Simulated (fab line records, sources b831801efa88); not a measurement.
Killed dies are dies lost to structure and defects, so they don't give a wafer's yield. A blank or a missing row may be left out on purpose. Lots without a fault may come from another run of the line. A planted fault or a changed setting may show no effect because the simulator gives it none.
Tool commonality check | flow gf180mcu | 12 lots, 36 wafers sampled

WHY IT WAS OPENED
At GF_STI_THK_MEAS_02 the reading STI_OXIDATION_THK is flagged on 2 of 12 lots. Wafers without a fault read 10.01 nm, standard deviation 0.16.
Rule: a lot is flagged when every wafer of it that has a number lies more than 4 standard deviations from that mean, or none has a number. The other lots count as sound.

lot  | measured    | on            | STI_OXIDATION_THK (nm), wafer by wafer | flag
L248 | day 1 11:41 | film_metro-01 | 10.21 10.21 10.07                      |
L249 | day 1 16:40 | film_metro-01 | 9.90 9.74 9.74                         |
L250 | day 1 21:31 | film_metro-01 | 10.15 10.27 10.27                      |
L251 | day 2 02:31 | film_metro-04 | 10.07 10.24 10.15                      |
L252 | day 2 11:56 | film_metro-04 | 10.07 10.22 10.06                      |
L257 | day 3 09:29 | film_metro-04 | 13.40 13.40 13.43                      | FLAGGED
L258 | day 3 13:31 | film_metro-01 | 13.41 13.35 13.25                      | FLAGGED
L261 | day 4 04:58 | film_metro-01 | 10.05 10.02 10.16                      |
L265 | day 5 00:31 | film_metro-02 | 9.98 10.00 10.15                       |
L269 | day 5 20:56 | film_metro-01 | 9.92 10.04 10.00                       |
L270 | day 6 01:31 | film_metro-01 | 10.21 10.08 10.06                      |
L271 | day 6 06:46 | film_metro-04 | 9.90 10.05 9.73                        |
The numbers of the flagged lots are 13.37 nm on average: +3.36 nm against the usual, or +21 standard deviations.

WHICH TOOL RAN EACH LOT
The record holds 1 process step before the reading, out of a route of 602 steps. In each cell: the tool, then ch and the chambers that the sampled wafers went through, then the start.
lot  | flag    | GF_STI_OXIDATION_01
L248 |         | furnace-01 ch 0, day 1 10:17
L249 |         | furnace-02 ch 0, day 1 15:15
L250 |         | furnace-01 ch 0, day 1 20:07
L251 |         | furnace-02 ch 0, day 2 01:07
L252 |         | furnace-01 ch 0, day 2 10:33
L257 | FLAGGED | furnace-01 ch 0, day 3 08:05
L258 | FLAGGED | furnace-01 ch 0, day 3 12:07
L261 |         | furnace-02 ch 0, day 4 03:32
L265 |         | furnace-02 ch 0, day 4 23:07
L269 |         | furnace-02 ch 0, day 5 19:31
L270 |         | furnace-02 ch 0, day 6 00:07
L271 |         | furnace-02 ch 0, day 6 05:21
What these steps do:
- GF_STI_OXIDATION_01: stabilise 600 s, purge 300 s, target thk 10 nm.
- GF_STI_THK_MEAS_02

FLAGGED OVER TOTAL, TOOL BY TOOL (the gauges that took the reading come last)
step                | tool          | lots run | flagged | share of the flagged lots | sound lots run after its first flagged lot
GF_STI_OXIDATION_01 | furnace-01    | 5        | 2       | all                       | 0
GF_STI_OXIDATION_01 | furnace-02    | 7        | 0       | none                      | -
GF_STI_THK_MEAS_02  | film_metro-01 | 7        | 1       | some                      | 3 (L261,L269,L270)
GF_STI_THK_MEAS_02  | film_metro-02 | 1        | 0       | none                      | -
GF_STI_THK_MEAS_02  | film_metro-04 | 4        | 1       | some                      | 1 (L271)

WHAT THE TABLE ALLOWS
1 row of the table ran every flagged lot: furnace-01 at GF_STI_OXIDATION_01.
- furnace-01 at GF_STI_OXIDATION_01: 2 of its 5 lots flagged. Its last sound lot is L252 (day 2 10:33), its first flagged lot L257 (day 3 08:05): a fault that began between those two fits.
One tool is left: furnace-01 at GF_STI_OXIDATION_01.

WHAT THE SIMULATOR HAD PUT IN
Process parameter drift: furnace-01, from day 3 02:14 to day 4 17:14, at GF_STI_OXIDATION_01. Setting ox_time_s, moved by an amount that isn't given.
Lots struck among those shown: L257, L258. The rule above found the same.
